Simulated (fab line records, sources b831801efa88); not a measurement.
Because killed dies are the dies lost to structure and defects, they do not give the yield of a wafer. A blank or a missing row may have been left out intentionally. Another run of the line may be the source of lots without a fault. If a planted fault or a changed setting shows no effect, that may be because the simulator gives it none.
Shared-tool check || flow sky130 || 12 lots, 36 wafers sampled

REASON FOR OPENING
SKY_SONOS_TUNNEL_OVL_MEAS_08, reading SONOS_TUNNEL_OVL: flagged on 4 of 12 lots. Fault-free wafers read -1.8 nm, with a standard deviation of 1.3.
Rule: flag the lot when none of its wafers has a number, or when each of its wafers that has one lies beyond 4 standard deviations from that mean. All remaining lots are regarded as sound.

{"lot": "L645", "measured": "day 11 03:57", "on": "overlay-02", "SONOS_TUNNEL_OVL (nm), wafer by wafer": "-1.9 -2.5 -0.7", "flag": ""}
{"lot": "L648", "measured": "day 12 06:53", "on": "overlay-01", "SONOS_TUNNEL_OVL (nm), wafer by wafer": "-3.4 -2.9 -2.0", "flag": ""}
{"lot": "L649", "measured": "day 12 15:57", "on": "overlay-01", "SONOS_TUNNEL_OVL (nm), wafer by wafer": "-0.5 -2.5 -0.3", "flag": ""}
{"lot": "L652", "measured": "day 13 20:41", "on": "overlay-01", "SONOS_TUNNEL_OVL (nm), wafer by wafer": "-1.6 -2.5 -1.8", "flag": ""}
{"lot": "L653", "measured": "day 14 02:10", "on": "overlay-02", "SONOS_TUNNEL_OVL (nm), wafer by wafer": "-4.2 -2.5 -1.1", "flag": ""}
{"lot": "L656", "measured": "day 14 23:11", "on": "overlay-01", "SONOS_TUNNEL_OVL (nm), wafer by wafer": "-0.7 -2.5 -1.4", "flag": ""}
{"lot": "L659", "measured": "day 15 23:26", "on": "overlay-01", "SONOS_TUNNEL_OVL (nm), wafer by wafer": "167.0 168.3 166.7", "flag": "FLAGGED"}
{"lot": "L662", "measured": "day 16 19:47", "on": "overlay-01", "SONOS_TUNNEL_OVL (nm), wafer by wafer": "169.5 169.3 168.3", "flag": "FLAGGED"}
{"lot": "L663", "measured": "day 17 02:32", "on": "overlay-02", "SONOS_TUNNEL_OVL (nm), wafer by wafer": "169.4 166.6 169.1", "flag": "FLAGGED"}
{"lot": "L665", "measured": "day 17 18:01", "on": "overlay-01", "SONOS_TUNNEL_OVL (nm), wafer by wafer": "169.0 167.0 168.8", "flag": "FLAGGED"}
{"lot": "L667", "measured": "day 18 14:29", "on": "overlay-01", "SONOS_TUNNEL_OVL (nm), wafer by wafer": "-2.0 -1.2 -1.5", "flag": ""}
{"lot": "L668", "measured": "day 19 01:26", "on": "overlay-02", "SONOS_TUNNEL_OVL (nm), wafer by wafer": "-0.6 -0.6 -1.1", "flag": ""}
On average the flagged lots read 168.2 nm, which is +170.1 nm against the usual, or +99 or more standard deviations.

WHICH TOOL EACH LOT WENT THROUGH
The record holds 3 process steps before the reading, out of a route of 708 steps. Every cell lists first the tool, next ch and the chambers used by the sampled wafers, and last the start.
{"lot": "L645", "flag": "", "SKY_VT_ADJUST_LVTN_STRIP_09": "plasma asher-02 ch 1, day 6 19:05", "SKY_VT_ADJUST_PCH_STRIP_09": "plasma asher-04 ch 0,1, day 10 05:26", "SKY_SONOS_TUNNEL_EXPOSE_04": "iline stepper-01 ch 0, day 10 16:51"}
{"lot": "L648", "flag": "", "SKY_VT_ADJUST_LVTN_STRIP_09": "plasma asher-02 ch 0,1, day 7 16:34", "SKY_VT_ADJUST_PCH_STRIP_09": "plasma asher-02 ch 0,1, day 11 04:50", "SKY_SONOS_TUNNEL_EXPOSE_04": "iline stepper-01 ch 0, day 11 17:47"}
{"lot": "L649", "flag": "", "SKY_VT_ADJUST_LVTN_STRIP_09": "plasma asher-03 ch 0,1, day 8 00:35", "SKY_VT_ADJUST_PCH_STRIP_09": "plasma asher-03 ch 1, day 11 15:49", "SKY_SONOS_TUNNEL_EXPOSE_04": "iline stepper-02 ch 0, day 12 04:22"}
{"lot": "L652", "flag": "", "SKY_VT_ADJUST_LVTN_STRIP_09": "plasma asher-02 ch 0,1, day 8 23:31", "SKY_VT_ADJUST_PCH_STRIP_09": "plasma asher-02 ch 0, day 12 19:22", "SKY_SONOS_TUNNEL_EXPOSE_04": "iline stepper-01 ch 0, day 13 08:06"}
{"lot": "L653", "flag": "", "SKY_VT_ADJUST_LVTN_STRIP_09": "plasma asher-03 ch 0,1, day 9 03:44", "SKY_VT_ADJUST_PCH_STRIP_09": "plasma asher-02 ch 0,1, day 13 00:31", "SKY_SONOS_TUNNEL_EXPOSE_04": "iline stepper-02 ch 0, day 13 13:40"}
{"lot": "L656", "flag": "", "SKY_VT_ADJUST_LVTN_STRIP_09": "plasma asher-02 ch 0,1, day 9 21:34", "SKY_VT_ADJUST_PCH_STRIP_09": "plasma asher-03 ch 0,1, day 13 22:17", "SKY_SONOS_TUNNEL_EXPOSE_04": "iline stepper-01 ch 0, day 14 10:21"}
{"lot": "L659", "flag": "FLAGGED", "SKY_VT_ADJUST_LVTN_STRIP_09": "plasma asher-01 ch 0,1, day 10 17:13", "SKY_VT_ADJUST_PCH_STRIP_09": "plasma asher-02 ch 0,1, day 14 20:10", "SKY_SONOS_TUNNEL_EXPOSE_04": "iline stepper-01 ch 0, day 15 10:19"}
{"lot": "L662", "flag": "FLAGGED", "SKY_VT_ADJUST_LVTN_STRIP_09": "plasma asher-03 ch 0,1, day 11 09:17", "SKY_VT_ADJUST_PCH_STRIP_09": "plasma asher-02 ch 0,1, day 15 16:10", "SKY_SONOS_TUNNEL_EXPOSE_04": "iline stepper-01 ch 0, day 16 05:57"}
{"lot": "L663", "flag": "FLAGGED", "SKY_VT_ADJUST_LVTN_STRIP_09": "plasma asher-02 ch 0,1, day 11 17:01", "SKY_VT_ADJUST_PCH_STRIP_09": "plasma asher-04 ch 0,1, day 15 22:47", "SKY_SONOS_TUNNEL_EXPOSE_04": "iline stepper-01 ch 0, day 16 13:28"}
{"lot": "L665", "flag": "FLAGGED", "SKY_VT_ADJUST_LVTN_STRIP_09": "plasma asher-02 ch 0,1, day 12 06:31", "SKY_VT_ADJUST_PCH_STRIP_09": "plasma asher-02 ch 0,1, day 16 14:22", "SKY_SONOS_TUNNEL_EXPOSE_04": "iline stepper-01 ch 0, day 17 03:52"}
{"lot": "L667", "flag": "", "SKY_VT_ADJUST_LVTN_STRIP_09": "plasma asher-03 ch 0,1, day 12 22:26", "SKY_VT_ADJUST_PCH_STRIP_09": "plasma asher-04 ch 0,1, day 17 09:11", "SKY_SONOS_TUNNEL_EXPOSE_04": "iline stepper-02 ch 0, day 17 23:39"}
{"lot": "L668", "flag": "", "SKY_VT_ADJUST_LVTN_STRIP_09": "plasma asher-03 ch 0,1, day 13 09:26", "SKY_VT_ADJUST_PCH_STRIP_09": "plasma asher-04 ch 0,1, day 17 19:41", "SKY_SONOS_TUNNEL_EXPOSE_04": "iline stepper-02 ch 0, day 18 09:37"}
What the steps here do:
- SKY_VT_ADJUST_LVTN_STRIP_09: strips in O2/N2.
- SKY_VT_ADJUST_PCH_STRIP_09: strips in O2/N2.
- SKY_SONOS_TUNNEL_EXPOSE_04: exposes mask TUNM, target cd 410 nm.
- SKY_SONOS_TUNNEL_OVL_MEAS_08

FLAGGED OVER TOTAL, TOOL BY TOOL (the gauges that took the reading come last)
{"step": "SKY_VT_ADJUST_LVTN_STRIP_09", "tool": "plasma asher-01", "lots run": 1, "flagged": 1, "share of the flagged lots": "some", "sound lots run after its first flagged lot": 0}
{"step": "SKY_VT_ADJUST_LVTN_STRIP_09", "tool": "plasma asher-02", "lots run": 6, "flagged": 2, "share of the flagged lots": "some", "sound lots run after its first flagged lot": 0}
{"step": "SKY_VT_ADJUST_LVTN_STRIP_09", "tool": "plasma asher-03", "lots run": 5, "flagged": 1, "share of the flagged lots": "some", "sound lots run after its first flagged lot": "2 (L667,L668)"}
{"step": "SKY_VT_ADJUST_PCH_STRIP_09", "tool": "plasma asher-02", "lots run": 6, "flagged": 3, "share of the flagged lots": "some", "sound lots run after its first flagged lot": 0}
{"step": "SKY_VT_ADJUST_PCH_STRIP_09", "tool": "plasma asher-03", "lots run": 2, "flagged": 0, "share of the flagged lots": "none", "sound lots run after its first flagged lot": "-"}
{"step": "SKY_VT_ADJUST_PCH_STRIP_09", "tool": "plasma asher-04", "lots run": 4, "flagged": 1, "share of the flagged lots": "some", "sound lots run after its first flagged lot": "2 (L667,L668)"}
{"step": "SKY_SONOS_TUNNEL_EXPOSE_04", "tool": "iline stepper-01", "lots run": 8, "flagged": 4, "share of the flagged lots": "all", "sound lots run after its first flagged lot": 0}
{"step": "SKY_SONOS_TUNNEL_EXPOSE_04", "tool": "iline stepper-02", "lots run": 4, "flagged": 0, "share of the flagged lots": "none", "sound lots run after its first flagged lot": "-"}
{"step": "SKY_SONOS_TUNNEL_OVL_MEAS_08", "tool": "overlay-01", "lots run": 8, "flagged": 3, "share of the flagged lots": "some", "sound lots run after its first flagged lot": "1 (L667)"}
{"step": "SKY_SONOS_TUNNEL_OVL_MEAS_08", "tool": "overlay-02", "lots run": 4, "flagged": 1, "share of the flagged lots": "some", "sound lots run after its first flagged lot": "1 (L668)"}

WHAT THE TABLE PERMITS
In the table, 1 row covers all flagged lots: iline stepper-01 at SKY_SONOS_TUNNEL_EXPOSE_04.
- iline stepper-01 at SKY_SONOS_TUNNEL_EXPOSE_04 ran 8 lots, 4 of them flagged. Last sound lot L656 at day 14 10:21, first flagged lot L659 at day 15 10:19; a fault beginning in between fits.
What remains is a single tool, iline stepper-01 at SKY_SONOS_TUNNEL_EXPOSE_04.

WHAT THE SIMULATOR HAD PUT IN
Scanner matching overlay: iline stepper-01, from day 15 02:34 on, at SKY_SONOS_TUNNEL_EXPOSE_04. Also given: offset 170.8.
Lots struck among those shown: L659, L662, L663, L665. Same finding as the rule above.
